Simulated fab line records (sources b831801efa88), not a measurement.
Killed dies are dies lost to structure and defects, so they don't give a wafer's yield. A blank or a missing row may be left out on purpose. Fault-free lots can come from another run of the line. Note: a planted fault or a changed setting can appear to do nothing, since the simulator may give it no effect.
Which tool did it? -- flow gf180mcu -- 24 lots with 72 wafers sampled at 4 steps, on a route of 602 steps

== WHAT THE GAUGES SHOWED, per wafer ==
GF_V3_OVL_MEAS_15.
lot,measured,on,V3_OVL (nm)
L074,day 22 08:38,overlay-02,5 3 1
L075,day 22 15:38,overlay-01,2 3 2
L076,day 22 22:23,overlay-01,-8 -7 -2
L077,day 23 13:02,overlay-02,0 -3 -2
L078,day 23 17:02,overlay-02,8 3 6
L079,day 24 06:29,overlay-02,15 4 10
L080,day 24 17:29,overlay-02,8 7 3
L081,day 25 00:44,overlay-02,4 4 16
L082,day 25 05:08,overlay-02,-4 -4 -12
L083,day 25 16:59,overlay-01,4 10 7
L084,day 25 21:56,overlay-01,6 12 11
L085,day 25 23:51,overlay-01,9 9 -3
L086,day 26 14:08,overlay-01,8 5 -2
L087,day 26 20:47,overlay-01,1 5 -2
L088,day 27 12:47,overlay-01,-1 -1 2
L089,day 27 14:47,overlay-01,3 14 10
L090,day 27 14:59,overlay-02,9 4 4
L091,day 28 09:47,overlay-01,8 2 3
L092,day 28 15:47,overlay-02,-1 16 6
L093,day 29 04:05,overlay-02,-4 -4 10
L094,day 29 05:23,overlay-02,1 5 5
L095,day 29 09:41,overlay-02,9 8 5
L096,day 29 19:29,overlay-02,1 0 5
L097,day 29 21:19,overlay-02,10 3 16

GF_M4_CD_MEAS_14: the cd target is 280 nm.
lot,measured,on,cdNm (nm)
L074,day 23 08:40,cdSem-01,280.3 280.7 280.2
L075,day 23 16:29,cdSem-01,279.9 280.8 280.6
L076,day 23 22:40,cdSem-01,280.7 280.9 281.3
L077,day 24 12:26,cdSem-02,278.6 278.4 278.6
L078,day 24 16:56,cdSem-02,279.0 278.3 278.3
L079,day 25 06:00,cdSem-01,279.6 280.0 280.0
L080,day 25 17:01,cdSem-01,281.1 279.0 278.3
L081,day 26 00:04,cdSem-01,280.4 281.0 280.9
L082,day 26 03:20,cdSem-02,279.9 281.0 280.6
L083,day 26 15:28,cdSem-02,281.0 280.2 280.6
L084,day 26 20:28,cdSem-02,281.4 281.8 281.2
L085,day 26 22:02,cdSem-01,278.9 279.7 278.7
L086,day 27 11:40,cdSem-02,282.4 281.7 282.1
L087,day 27 18:01,cdSem-01,279.8 281.3 279.4
L088,day 28 10:05,cdSem-02,278.0 277.9 278.5
L089,day 28 11:20,cdSem-01,280.3 281.0 280.8
L090,day 28 12:43,cdSem-02,280.2 280.0 279.9
L091,day 29 05:58,cdSem-02,283.2 282.3 282.3
L092,day 29 12:25,cdSem-02,280.9 279.9 279.3
L093,day 30 00:31,cdSem-01,278.4 277.5 279.0
L094,day 30 01:37,cdSem-01,280.6 280.3 280.8
L095,day 30 05:25,cdSem-01,279.0 278.3 277.5
L096,day 30 14:53,cdSem-01,279.6 279.1 280.7
L097,day 30 17:20,cdSem-01,279.2 279.2 280.1

== EACH LOT AND THE TOOL THAT RAN IT (in order: tool; ch and the chambers of the sampled wafers; start) ==
lot,GF_M3_SPUTTER_04,GF_V3_CMP_26
L074,"pvdSputter-01, day 20 07:46","cmp-02 ch 1,2, day 22 09:43"
L075,"pvdSputter-01, day 20 14:29","cmp-01 ch 1,2,3, day 22 16:49"
L076,"pvdSputter-03, day 20 21:27","cmp-01 ch 0,2, day 22 23:31"
L077,"pvdSputter-02, day 21 13:18","cmp-01 ch 0,1,3, day 23 14:07"
L078,"pvdSputter-01, day 21 16:59","cmp-02 ch 1,2,3, day 23 18:10"
L079,"pvdSputter-02, day 22 07:13","cmp-02 ch 1,3, day 24 07:37"
L080,"pvdSputter-01, day 22 18:33","cmp-02 ch 0,3, day 24 18:37"
L081,"pvdSputter-02, day 22 22:37","cmp-01 ch 0,1,3, day 25 01:52"
L082,"pvdSputter-02, day 23 07:53","cmp-01 ch 0,1,3, day 25 06:34"
L083,"pvdSputter-03, day 23 19:42","cmp-01 ch 0,1,3, day 25 18:04"
L084,"pvdSputter-02, day 24 01:00","cmp-01 ch 0,2,3, day 25 23:02"
L085,"pvdSputter-01, day 24 02:28","cmp-02 ch 0,1, day 26 00:56"
L086,"pvdSputter-02, day 24 17:08","cmp-02 ch 0,2, day 26 15:16"
L087,"pvdSputter-01, day 25 00:53","cmp-01 ch 0,2, day 26 21:57"
L088,"pvdSputter-02, day 25 17:28","cmp-01 ch 0,2,3, day 27 14:08"
L089,"pvdSputter-01, day 25 19:46","cmp-02 ch 0,2,3, day 27 15:56"
L090,"pvdSputter-01, day 25 21:18","cmp-01 ch 2,3, day 27 16:07"
L091,"pvdSputter-03, day 26 15:52","cmp-01 ch 1,2,3, day 28 10:59"
L092,"pvdSputter-01, day 26 22:44","cmp-01 ch 0,2,3, day 28 16:58"
L093,"pvdSputter-01, day 27 12:46","cmp-02 ch 0,1,2, day 29 05:10"
L094,"pvdSputter-03, day 27 13:40","cmp-01 ch 1,2,3, day 29 06:28"
L095,"pvdSputter-02, day 27 17:30","cmp-01 ch 1,2,3, day 29 10:48"
L096,"pvdSputter-01, day 28 04:17","cmp-01 ch 0,1,3, day 29 20:34"
L097,"pvdSputter-01, day 28 05:53","cmp-02 ch 1,2, day 29 22:28"
- GF_M3_SPUTTER_04: material TiN, target thk 50 nm, time 41.7 s.
- GF_V3_CMP_26: polishes, stops on SiO2, t overpolish 15.98 s, target thk 0 nm.

== AS READ BY THE TOOLS THEMSELVES (means over the sampled wafers that have a number; for cases with no such wafer, the mark the record gives instead) ==
GF_M3_SPUTTER_04.
lot,tool,throttleValvePct (%)
L074,pvdSputter-01,29.9
L075,pvdSputter-01,30.5
L076,pvdSputter-03,29.9
L077,pvdSputter-02,30.6
L078,pvdSputter-01,30.6
L079,pvdSputter-02,30.7
L080,pvdSputter-01,30.2
L081,pvdSputter-02,30.8
L082,pvdSputter-02,30.6
L083,pvdSputter-03,28.8
L084,pvdSputter-02,30.4
L085,pvdSputter-01,30.7
L086,pvdSputter-02,30.5
L087,pvdSputter-01,29.6
L088,pvdSputter-02,30.8
L089,pvdSputter-01,29.0
L090,pvdSputter-01,30.2
L091,pvdSputter-03,30.5
L092,pvdSputter-01,30.9
L093,pvdSputter-01,30.9
L094,pvdSputter-03,30.1
L095,pvdSputter-02,30.7
L096,pvdSputter-01,29.8
L097,pvdSputter-01,29.4

GF_V3_CMP_26.
lot,tool,motorCurrentA (A),overpolishRunS (s),timeToEndpointS (s)
L074,cmp-02,10.6,15.972,82
L075,cmp-01,10.1,15.978,87
L076,cmp-01,10.3,15.982,88
L077,cmp-01,10.1,15.977,91
L078,cmp-02,10.7,15.972,82
L079,cmp-02,10.7,15.973,82
L080,cmp-02,11.2,15.983,82
L081,cmp-01,9.8,15.983,89
L082,cmp-01,10.2,15.983,88
L083,cmp-01,10.1,15.977,85
L084,cmp-01,9.8,15.987,87
L085,cmp-02,10.0,15.978,82
L086,cmp-02,10.1,15.974,78
L087,cmp-01,10.1,15.976,83
L088,cmp-01,9.8,15.981,87
L089,cmp-02,10.8,15.973,87
L090,cmp-01,9.6,15.977,86
L091,cmp-01,10.2,15.983,85
L092,cmp-01,9.5,15.983,86
L093,cmp-02,10.3,15.974,80
L094,cmp-01,10.6,15.978,84
L095,cmp-01,10.3,15.984,84
L096,cmp-01,9.7,15.979,82
L097,cmp-02,10.9,15.981,77

== THE ANSWER, worked out from the rows above alone ==
Rule: usual is defined by the lots themselves. The widest of any qualifying gaps counts: lots, ordered by their means at a reading, are off when they make up no more than a third of the lots, leave a main group of 4 or more, and stand apart from it by 3 or more times the standard deviation of that group's means. Not used: any main group whose means are identical at the precision the tables above print for the reading. Also off: a lot with no number at a reading for which 4 or more lots have one. All remaining lots with rows at the step are treated as sound. Order of review: gauges by route order, followed by the tools' own readings, for which a lot's mean as printed above is used. At the first step where some lot is off, the reading lying furthest off is the one used; lots without a number count as furthest.
Nothing can be told from this: no lot is off at any reading shown.

== WHAT WAS PUT IN BY THE SIMULATOR ==
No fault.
